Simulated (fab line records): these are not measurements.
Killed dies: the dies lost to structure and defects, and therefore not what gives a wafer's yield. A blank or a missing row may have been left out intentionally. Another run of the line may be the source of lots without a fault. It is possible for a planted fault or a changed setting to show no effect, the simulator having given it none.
One fault seen from 2 desks | flow gf180mcu | every desk sees just its own numbers, and what lay behind them comes last

== FOR THE TOOL OWNER'S DESK: iline-stepper-01 ==
The tool's own readings at GF_MVPSD_EXPOSE_04 (exposes mask MVPSD, target cd 1000 nm): means of the sampled wafers that have a number, for each lot that ran on this tool. Any lot whose mean is over 4 standard deviations away from the usual mean is out of limits and marked OUT; that distance is given in the brackets.
Columns: A = exposure-dose-mJ-cm2 at GF_MVPSD_EXPOSE_04, usual 260.0
lot  | first seen here | A
L785 | day 4 18:35     | 259.9
L787 | day 5 05:03     | 259.9
L788 | day 5 10:22     | 259.6
L789 | day 5 15:10     | 237.6 (-75) OUT
L790 | day 5 20:41     | 237.8 (-74) OUT
L796 | day 7 14:33     | 237.8 (-74) OUT
This desk's verdict: out of limits on L789, L790, L796, starting with L789 at day 5 15:10 (exposure-dose-mJ-cm2 at GF_MVPSD_EXPOSE_04). Within limits: L785, L787, L788.

== METROLOGY DESK ==
What the gauges read for every lot (on any tool): the sampled wafers with a number, averaged. Any lot whose mean is over 4 standard deviations away from the usual mean is out of limits and marked OUT; that distance is given in the brackets.
Columns: A = M1_OVL at GF_M1_OVL_MEAS_15, usual 0 nm; B = V2_OVL at GF_V2_OVL_MEAS_15, usual -2 nm
lot  | first seen here | A  | B
L785 | day 17 04:47    | 2  | 0
L786 | day 17 08:44    | -4 | -0
L787 | day 17 17:47    | 1  | -7
L788 | day 18 03:17    | -1 | -6
L789 | day 18 10:38    | 2  | -1
L790 | day 18 19:33    | -2 | 3
L796 | day 21 13:53    | 7  | -5
L799 | day 22 07:02    | 3  | -3
L803 | day 23 16:44    | -0 | 3
L804 | day 23 22:14    | 2  | -7
L805 | day 24 04:34    | -2 | 5
L806 | day 24 13:35    | 0  | -3
L807 | day 24 19:49    | -4 | -3
L808 | day 25 07:20    | -5 | 4
This desk's verdict: no lot among the 14 shows anything out of limits.

== ALL TOGETHER ==
The tool owner's desk could have raised an alarm at day 5 15:10, on L789, L790, L796.
The metrology desk saw nothing out of limits.
The metrology desk holds a record of L789, L790, L796, inside its limits.
GF_MVPSD_EXPOSE_04 was run on iline-stepper-01 by each of the lots named.

== WHAT THE SIMULATOR HAD PUT IN ==
Process parameters drifting: iline-stepper-01 at GF_MVPSD_EXPOSE_04, beginning at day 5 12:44. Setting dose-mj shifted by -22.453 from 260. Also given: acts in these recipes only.
Struck lots among those shown: L789, L790, L796.
Time in hours from fault onset to the first out-of-limits reading at each desk: the tool owner's desk, 2.
